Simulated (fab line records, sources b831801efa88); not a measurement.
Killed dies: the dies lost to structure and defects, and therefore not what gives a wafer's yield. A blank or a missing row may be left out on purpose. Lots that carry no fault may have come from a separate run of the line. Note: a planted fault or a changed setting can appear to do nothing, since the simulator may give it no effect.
Which tool did it?	flow sky130	36 wafers from 12 lots sampled at 5 of the route's 708 steps

== WHAT THE GAUGES READ, wafer by wafer ==
SKY_PASSIVATION_THK_MEAS_03.
lot	measured	on	PASSIVATION_CVD_02_THK (nm)
L075	day 43 22:15	film metro-04	535 554 543
L077	day 44 20:14	film metro-04	538 539 543
L079	day 45 07:23	film metro-03	543 551 547
L081	day 45 21:25	film metro-01	531 532 536
L083	day 46 08:26	film metro-01	553 549 542
L086	day 47 00:24	film metro-04	529 536 546
L087	day 47 06:59	film metro-04	534 534 542
L089	day 47 17:34	film metro-01	528 539 541
L091	day 48 06:20	film metro-04	534 530 531
L093	day 48 16:17	film metro-03	536 540 553
L095	day 48 23:37	film metro-03	550 540 543
L097	day 49 10:18	film metro-03	543 537 548

== WHAT TOOL EACH LOT RAN ON (gives the tool, then ch and the chambers of the sampled wafers, and finally the start) ==
lot	SKY_VIA3_CVD_21	SKY_METAL4_SPUTTER_04	SKY_VIA4_ETCH_12	SKY_METAL5_DESCUM_14
L075	cvd w-02 ch 0,1, day 39 17:14	pvd sputter-04, day 39 17:56	rie diel-02 ch 2,3, day 42 20:37	rie metal-03 ch 0,1, day 43 20:55
L077	cvd w-02 ch 0,1, day 40 17:47	pvd sputter-03, day 40 18:30	rie diel-02 ch 0,2,3, day 43 19:28	rie metal-04 ch 0,1, day 44 19:01
L079	cvd w-01 ch 0,1, day 41 07:02	pvd sputter-02, day 41 08:01	rie diel-02 ch 0,3, day 44 06:40	rie metal-03 ch 0,1, day 45 06:10
L081	cvd w-01 ch 0,1, day 41 22:59	pvd sputter-04, day 41 23:41	rie diel-04 ch 0,1,3, day 44 21:43	rie metal-04 ch 0,1, day 45 20:14
L083	cvd w-01 ch 0,1, day 42 11:19	pvd sputter-03, day 42 11:59	rie diel-04 ch 0,1,2, day 45 09:34	rie metal-03 ch 0,1, day 46 07:14
L086	cvd w-02 ch 0,1, day 43 04:37	pvd sputter-04, day 43 05:20	rie diel-04 ch 1,2,3, day 46 01:13	rie metal-02 ch 0,1, day 46 23:14
L087	cvd w-01 ch 0,1, day 43 11:47	pvd sputter-03, day 43 12:29	rie diel-04 ch 1,2, day 46 07:55	rie metal-03 ch 0,1, day 47 05:46
L089	cvd w-01 ch 0,1, day 43 23:23	pvd sputter-04, day 44 00:05	rie diel-01 ch 1,2,3, day 46 19:01	rie metal-04 ch 0, day 47 16:07
L091	cvd w-01 ch 0,1, day 44 14:25	pvd sputter-04, day 44 15:05	rie diel-01 ch 2,3, day 47 08:10	rie metal-04 ch 0,1, day 48 05:02
L093	cvd w-01 ch 0,1, day 45 02:44	pvd sputter-04, day 45 03:26	rie diel-04 ch 0,1,3, day 47 18:25	rie metal-02 ch 0,1, day 48 14:56
L095	cvd w-02 ch 0,1, day 45 10:50	pvd sputter-03, day 45 11:56	rie diel-01 ch 0,1, day 48 01:40	rie metal-03 ch 1, day 48 22:03
L097	cvd w-02 ch 0,1, day 46 00:02	pvd sputter-04, day 46 00:45	rie diel-02 ch 0,1,2, day 48 14:01	rie metal-04 ch 0,1, day 49 09:08
- SKY_VIA3_CVD_21: deposits W, target thk 390 nm, time 117.31 s.
- SKY_METAL4_SPUTTER_04: material TiN, target thk 70 nm, time 58.3 s.
- SKY_VIA4_ETCH_12: etches SiO2 in C4F8/O2/Ar, stops on TiN, target depth 580 nm.
- SKY_METAL5_DESCUM_14: chemistry O2, time 11 s.

== THE ANSWER, worked out from the rows above alone ==
Rule: the usual values come from the lots themselves. Put in order of their means at a reading, lots are off if they are a third of the lots or fewer, leave a main group of 4 or more, and stand apart from it by a gap of 3 or more times the standard deviation of the main group's means; of several such gaps the widest counts. Not used: any main group whose means are identical at the precision the tables above print for the reading. A lot without any number at a reading at which 4 lots or more have one is off too. Where the step has rows for the other lots, those lots are counted as sound.
No lot is off at any reading shown: from this, nothing can be told.

== WHAT THE SIMULATOR HAD PUT IN ==
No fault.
